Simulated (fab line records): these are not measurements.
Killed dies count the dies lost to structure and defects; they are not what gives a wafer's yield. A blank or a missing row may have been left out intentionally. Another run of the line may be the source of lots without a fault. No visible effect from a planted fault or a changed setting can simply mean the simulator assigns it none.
Which tool did it? | flow gf180mcu | Sampling: 13 lots, 39 wafers, 3 of 602 route steps

## WHAT EACH GAUGE READ, for each wafer
GF_V5_THK_MEAS_25: measures by xrf. Usual: for V5_W_THK the level is 351 nm and the standard deviation is 4.7.
lot  | measured     | on            | V5_W_THK (nm) | flag
L494 | day 27 19:51 | film metro-04 | 353 351 354   |
L495 | day 27 20:55 | film metro-03 | 354 359 362   |
L497 | day 28 05:57 | film metro-01 | 349 352 349   |
L505 | day 31 02:17 | film metro-01 | 346 345 348   |
L506 | day 31 04:07 | film metro-04 | 350 352 351   |
L507 | day 31 07:17 | film metro-04 | 354 347 348   |
L508 | day 31 10:35 | film metro-01 | 351 348 357   |
L509 | day 32 07:56 | film metro-01 | 348 348 352   |
L511 | day 32 15:53 | film metro-01 | 348 345 344   |
L514 | day 33 03:10 | film metro-03 | 353 355 353   |
L515 | day 33 07:25 | film metro-03 | 356 354 358   |
L516 | day 33 11:01 | film metro-04 | 355 352 355   |
L517 | day 33 15:41 | film metro-04 | 355 354 353   |

## EACH LOT AND THE TOOL THAT RAN IT (in order: tool; ch and the chambers of the sampled wafers; start)
lot  | GF_SAB_ETCH_11                     | GF_M5_METAL_ETCH_10
L494 | rie diel-02 ch 1,2,3, day 15 15:23 | rie metal-03 ch 0,1, day 26 21:17
L495 | rie diel-04 ch 1,2,3, day 15 15:47 | rie metal-04 ch 0,1, day 26 22:19
L497 | rie diel-02 ch 1,2,3, day 16 05:47 | rie metal-01 ch 0,1, day 27 07:47
L505 | rie diel-02 ch 1,2, day 19 15:32   | rie metal-01 ch 0,1, day 30 05:40
L506 | rie diel-02 ch 1,3, day 19 17:00   | rie metal-04 ch 0,1, day 30 07:09
L507 | rie diel-04 ch 0,1,3, day 20 00:23 | rie metal-01 ch 1, day 30 10:25
L508 | rie diel-04 ch 1,2,3, day 20 07:30 | rie metal-04 ch 0,1, day 30 14:07
L509 | rie diel-03 ch 2,3, day 21 09:51   | rie metal-03 ch 1, day 31 12:07
L511 | rie diel-04 ch 2,3, day 21 21:09   | rie metal-01 ch 0,1, day 31 19:46
L514 | rie diel-04 ch 0,2,3, day 22 14:21 | rie metal-04 ch 1, day 32 08:35
L515 | rie diel-03 ch 0,1, day 22 19:44   | rie metal-01 ch 1, day 32 12:05
L516 | rie diel-02 ch 0,1,2, day 22 22:29 | rie metal-01 ch 1, day 32 16:26
L517 | rie diel-02 ch 0,2, day 23 09:14   | rie metal-01 ch 1, day 32 21:31
- GF_SAB_ETCH_11: etches SiO2 in C4F8/O2/Ar, target depth 55 nm, time 8.5 s.
- GF_M5_METAL_ETCH_10: etches the open film in Cl2/BCl3, stops on SiO2, target depth 627.5 nm, time 104.6 s.

## WHAT THE TOOLS THEMSELVES READ (means of the sampled wafers that have a number; where no wafer has one, the mark that the record gives instead)
GF_SAB_ETCH_11. Usual: bias w 1200 W, standard deviation 3.6; oes product au 1.002 a.u., standard deviation 0.0078.
lot  | tool        | bias w (W) | oes product au (a.u.) | flag
L494 | rie diel-02 | 1200       | 1.009                 |
L495 | rie diel-04 | 1198       | 0.996                 |
L497 | rie diel-02 | 1201       | 0.991                 |
L505 | rie diel-02 | 1199       | 1.003                 |
L506 | rie diel-02 | 1198       | 1.004                 |
L507 | rie diel-04 | 1200       | 1.000                 |
L508 | rie diel-04 | 1200       | 1.013                 |
L509 | rie diel-03 | 1202       | 1.008                 |
L511 | rie diel-04 | 1201       | 1.008                 |
L514 | rie diel-04 | 1200       | 1.007                 |
L515 | rie diel-03 | 1202       | 1.000                 |
L516 | rie diel-02 | 1198       | 1.004                 |
L517 | rie diel-02 | 1199       | 1.011                 |

GF_M5_METAL_ETCH_10. Usual: bcl3 flow sccm 40.02 sccm, standard deviation 0.13; bias w 140.0 W, standard deviation 0.4; drypump motor current A 5.7 A, standard deviation 0.46; oes product au 0.973 a.u., standard deviation 0.0061; throttle valve pct 28.248 %, standard deviation 0.01.
lot  | tool         | bcl3 flow sccm (sccm) | bias w (W) | drypump motor current A (A) | oes product au (a.u.) | throttle valve pct (%) | flag
L494 | rie metal-03 | 40.07                 | 139.4      | 5.8                         | 0.971                 | 28.259                 |
L495 | rie metal-04 | 40.01                 | 140.2      | 5.2                         | 0.971                 | 28.246                 |
L497 | rie metal-01 | 40.03                 | 140.0      | 6.0                         | 0.972                 | 28.252                 |
L505 | rie metal-01 | 40.02                 | 140.2      | 6.0                         | 0.975                 | 28.244                 |
L506 | rie metal-04 | 40.03                 | 139.7      | 5.6                         | 0.974                 | 28.245                 |
L507 | rie metal-01 | 40.10                 | 139.8      | 6.0                         | 0.973                 | 28.247                 |
L508 | rie metal-04 | 40.07                 | 139.7      | 5.6                         | 0.967                 | 28.241                 |
L509 | rie metal-03 | 39.92                 | 139.5      | 5.7                         | 0.966                 | 28.255                 |
L511 | rie metal-01 | 40.11                 | 139.7      | 6.0                         | 0.972                 | 28.229                 |
L514 | rie metal-04 | 40.04                 | 140.2      | 4.8                         | 0.976                 | 28.242                 |
L515 | rie metal-01 | 39.99                 | 139.9      | 6.0                         | 0.974                 | 28.243                 |
L516 | rie metal-01 | 40.18                 | 139.8      | 6.0                         | 0.977                 | 28.246                 |
L517 | rie metal-01 | 39.89                 | 139.9      | 6.0                         | 0.970                 | 28.253                 |

## THE ANSWER, worked out from the rows above alone
Rule: a lot is off if the mean of its wafers that have a number lies more than 3 standard deviations from the usual mean. A lot without any number at a reading at which 4 lots or more have one is off too. Any other lot the step has rows for is counted as sound. Order of review: gauges by route order, followed by the tools' own readings, for which a lot's mean as printed above is used. The first step at which some lot is off is used, and at that step the reading that is off furthest; a lot without a number counts as furthest.
No lot is off at any reading shown: from this, nothing can be told.

## WHAT WAS PUT IN BY THE SIMULATOR
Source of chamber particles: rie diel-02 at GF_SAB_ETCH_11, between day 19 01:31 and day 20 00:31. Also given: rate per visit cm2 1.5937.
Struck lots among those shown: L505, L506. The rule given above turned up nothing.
